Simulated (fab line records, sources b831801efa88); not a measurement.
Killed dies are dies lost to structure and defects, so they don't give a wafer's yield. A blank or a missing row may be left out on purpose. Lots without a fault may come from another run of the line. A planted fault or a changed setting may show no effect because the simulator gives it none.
A struck lot beside a sound one | flow gf180mcu | 22 steps out of a route of 602
Sound: wafers L462.1, L462.4, L462.5. Struck: wafers L452.1, L452.3, L452.5. The cause comes at the end.
At each step with rows: each side's tool, then ch and its chambers, then its first start. Under that, the readings that differ: sound wafers | struck wafers | difference of the means | sigmas: that difference in standard deviations of wafers without a fault.
alike: readings whose means differ by less than 2 such deviations, and words and numbers that are the same on both sides. not compared: withheld readings, readings that some wafer has no value for, bounds like >300 that may hide the same value, and numbers for which the record gives no deviation and whose values overlap.
The two part at a step that has a row with sigmas, a row that says differs or no value, or rows on one side only. Numbers that don't overlap but have no deviation are shown without sigmas and don't part them. A reading that every wafer of one side lacks parts them only if that side has two wafers or more.

first, 4 steps without rows for these wafers: GF_TOP_METAL_SOFTBAKE_10 (time 60 s); GF_TOP_METAL_EXPOSE_11 (exposes mask MetalTop, target cd 440 nm); GF_TOP_METAL_PEB_12; GF_TOP_METAL_DEVELOP_13 (develop time 60 s).
GF_TOP_METAL_CD_MEAS_14: target cd 440 nm.
  sound on cd_sem-02, day 32 13:16; struck on cd_sem-01, day 29 06:16
  alike: cd_nm
GF_TOP_METAL_OVL_MEAS_15:
  sound on overlay-02, day 32 13:23; struck on overlay-01, day 29 06:23
  reading            | sound        | struck      | difference | sigmas
  TOP_METAL_OVL (nm) | 0.7 1.5 -1.4 | 0.0 4.0 4.6 | +2.6       | +2
GF_TOP_METAL_METAL_ETCH_16: etches the open film in Cl2/BCl3, stops on SiO2, target depth 1077.5 nm, time 179.6 s.
  sound on rie_metal-03 ch 0,1, day 32 13:25; struck on rie_metal-03 ch 0,1, day 29 06:25
  alike: bcl3_flow_sccm, drypump_motor_current_A, oes_product_au, throttle_valve_pct
  not compared: rf_hours_counter_h
GF_TOP_METAL_STRIP_17: strips in O2/N2.
  sound on plasma_asher-04 ch 0,1, day 32 13:36; struck on plasma_asher-02 ch 0,1, day 29 06:36
  alike: drypump_motor_current_A, heater_power_w, n2_flow_sccm, o2_flow_sccm, oes_product_au, strip_time_to_endpoint_s
  not compared: rf_hours_counter_h
then, 2 steps without rows for these wafers: GF_TOP_METAL_STRIP_18 (strips in post etch residue remover, time 1200 s); GF_TOP_METAL_CLEAN_19 (cleans in DIW).
GF_PASSIVATION_CVD_00: deposits SiO2 from TEOS, target thk 1000 nm, time 111.95 s.
  sound on pecvd-03 ch 0,1, day 32 14:10; struck on pecvd-04 ch 0,1, day 29 07:12
  alike: heater_power_outer_w, heater_power_w
GF_PASSIVATION_THK_MEAS_01:
  sound on film_metro-04, day 32 14:15; struck on film_metro-01, day 29 07:17
  alike: PASSIVATION_CVD_00_THK
GF_PASSIVATION_CVD_02: deposits Si3N4, target thk 700 nm, time 486.18 s.
  sound on pecvd-01 ch 1,2, day 32 14:19; struck on pecvd-03 ch 0,1, day 29 07:20
  no value came back on the struck wafers for heater_power_outer_w (W), heater_power_w (W); on the sound wafers heater_power_outer_w (W) reads 363 380 345
then, 7 steps without rows for these wafers: GF_PASSIVATION_DEHYDRATE_04 (time 60 s); GF_PASSIVATION_HMDS_05 (prime time 60 s); GF_PASSIVATION_COAT_06 (resist thk 4000 nm); GF_PASSIVATION_SOFTBAKE_07; GF_PASSIVATION_EXPOSE_08 (exposes mask Pad, target cd 40000 nm); GF_PASSIVATION_PEB_09; GF_PASSIVATION_DEVELOP_10 (develop time 62.94 s).
GF_PASSIVATION_ETCH_11: etches the open film in CF4/O2, stops on TiN, target depth 1800 nm, time 400 s.
  sound on rie_diel-01 ch 0,1,2, day 33 07:16; struck on rie_diel-01 ch 1,3, day 30 02:55
  reading                                 | sound             | struck            | difference | sigmas
  oes_product_au (a.u.)                   | 0.957 0.967 0.974 | 0.989 0.993 0.995 | +0.026     | +4
  model.PASSIVATION.feature_depth_nm (nm) | 1704 1728 1731    | 1786 1800 1796    | +73        |
  model.etch.depth_nm (nm)                | 1704 1728 1731    | 1786 1800 1796    | +73        |
  alike: drypump_motor_current_A, throttle_valve_pct
  not compared: rf_hours_counter_h
GF_PASSIVATION_STRIP_12: strips in O2/N2.
  sound on plasma_asher-03 ch 0,1, day 33 07:31; struck on plasma_asher-04 ch 0,1, day 30 03:09
  reading             | sound             | struck            | difference | sigmas
  n2_flow_sccm (sccm) | 299.9 300.0 299.4 | 302.7 299.9 303.0 | +2.1       | +2
  alike: drypump_motor_current_A, heater_power_w, o2_flow_sccm, oes_product_au, strip_time_to_endpoint_s
  not compared: rf_hours_counter_h

WHERE THEY PART
First at GF_TOP_METAL_OVL_MEAS_15; last, within this record, at GF_PASSIVATION_STRIP_12.

WHY: what the simulator had put in
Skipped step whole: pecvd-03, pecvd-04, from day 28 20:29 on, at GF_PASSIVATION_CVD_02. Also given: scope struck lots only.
